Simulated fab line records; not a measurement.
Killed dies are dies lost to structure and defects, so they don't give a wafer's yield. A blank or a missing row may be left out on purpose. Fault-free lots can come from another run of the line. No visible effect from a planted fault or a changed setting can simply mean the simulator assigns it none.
A struck lot beside a sound one -- flow sky130 -- 16 steps out of a route of 708
Sound: these wafers, L923.3, L923.4, L923.5. Struck: wafer L936.1 (L936.2, L936.5, from the same lot, were not struck and are left out); the cause is given at the end.
Per side, at each step with rows, come the tool, then ch with its chambers, and then its first start. Under that, the readings that differ: sound wafers -- struck wafers -- difference of the means -- sigmas: that difference in standard deviations of wafers without a fault.
alike: words and numbers the same on both sides, and readings whose means are apart by under 2 such deviations; not compared: readings that were withheld, readings missing a value for some wafer, numbers with overlapping values and no deviation given by the record, and bounds like >300 which may hide the same value.
The two part at a step that has a row with sigmas, a row that says differs or no value, or rows on one side only. When numbers do not overlap yet have no deviation, they are printed without sigmas and do not part them. A reading missing from all wafers of one side parts the sides only when that side holds two or more wafers.

SKY_CONTACT_BOW_MEAS_05:
  sound on film metro-03 at day 30 07:37; struck on film metro-04 at day 34 20:02
  alike: CONTACT_BOW
then, 8 steps without rows for these wafers: SKY_CONTACT_DEHYDRATE_06 (time 60 s); SKY_CONTACT_HMDS_07 (prime time 60 s); SKY_CONTACT_COAT_08 (resist thk 60 nm); SKY_CONTACT_COAT_09 (resist thk 450 nm); SKY_CONTACT_SOFTBAKE_10 (time 90 s); SKY_CONTACT_EXPOSE_11 (exposes mask CTM1, target cd 170 nm); SKY_CONTACT_PEB_12; SKY_CONTACT_DEVELOP_13 (develop time 60 s).
SKY_CONTACT_CD_MEAS_14 targets a cd of 170 nm.
  sound on cd sem-01 at day 31 11:55; struck on cd sem-01 at day 35 22:43
  alike: cd nm
SKY_CONTACT_OVL_MEAS_15:
  sound on overlay-02 at day 31 12:01; struck on overlay-02 at day 35 22:50
  alike: CONTACT_OVL
SKY_CONTACT_ETCH_16: etches BARC in N2/H2, stops on SiO2, time 45.9 s, target depth 60 nm.
  sound on rie diel-03 ch 0,1,2, day 31 12:02; struck on rie diel-03 ch 1, day 35 22:52
reading,sound,struck,difference,sigmas
chamber pressure mTorr (mTorr),30.055 30.048 29.986,29.953,-0.077,-3
rf fwd power W (W),492.9 495.0 495.7,498.6,+4.1,+2
  alike: drypump motor current A, oes product au, throttle valve pct
  not compared: rf hours counter h
SKY_CONTACT_ETCH_17: etches SiO2 in C4F8/O2/Ar, stops on Si3N4, target depth 340 nm.
  sound on rie diel-03 ch 0,1,2, day 31 12:04; struck on rie diel-03 ch 1, day 35 22:55
reading,sound,struck,difference,sigmas
rf fwd power W (W),1487 1494 1497,1248,-245,-47
model.KrF-thick_of_CONTACT_COAT_09.thk nm (nm),329.2 329.6 329.8,332.5,+3.0,
  alike: chamber pressure mTorr, oes product au
SKY_CONTACT_ETCH_18: etches Si3N4 in CHF3/O2, stops on TiN, time 39 s, target depth 75 nm.
  sound: rie diel-03 ch 0,1,2; struck: rie diel-03 ch 1
reading,sound,struck,difference,sigmas
model.KrF-thick_of_CONTACT_COAT_09.thk nm (nm),246.5 247.1 247,248.7,+1.8,
  alike: chamber pressure mTorr, drypump motor current A, oes product au, rf fwd power W, throttle valve pct
  not compared: rf hours counter h
SKY_CONTACT_STRIP_19: strips in O2/N2.
  sound on plasma asher-02 ch 0,1, day 31 12:12; struck on plasma asher-01 ch 0, day 35 23:00
reading,sound,struck,difference,sigmas
rf hours counter h (h),- - -,101,no value on the sound wafers,
  alike: chamber pressure mTorr, drypump motor current A, oes product au, strip time to endpoint s
-- the record jumps here: 13 days lie between the struck wafers' starts before and after (it left off in module CONTACT and takes up again in module PAD_OPEN, whose first step shown is number 708 of the route) --
SKY_PAD_OPEN_PROBE_99:
  sound on prober-01 at day 45 16:29; struck on prober-02 at day 48 23:41
reading,sound,struck,difference,sigmas
killed_at_M4_up,4 1 2,8,+6,+3
  alike: killed_at_M0_to_M3, killed at contacts, killed at front end, killed at other, killed dies, killed open, killed short

WHERE THEY PART
Earliest at SKY_CONTACT_ETCH_16; latest, in this record, at SKY_PAD_OPEN_PROBE_99.

WHY: what had been put in by the simulator
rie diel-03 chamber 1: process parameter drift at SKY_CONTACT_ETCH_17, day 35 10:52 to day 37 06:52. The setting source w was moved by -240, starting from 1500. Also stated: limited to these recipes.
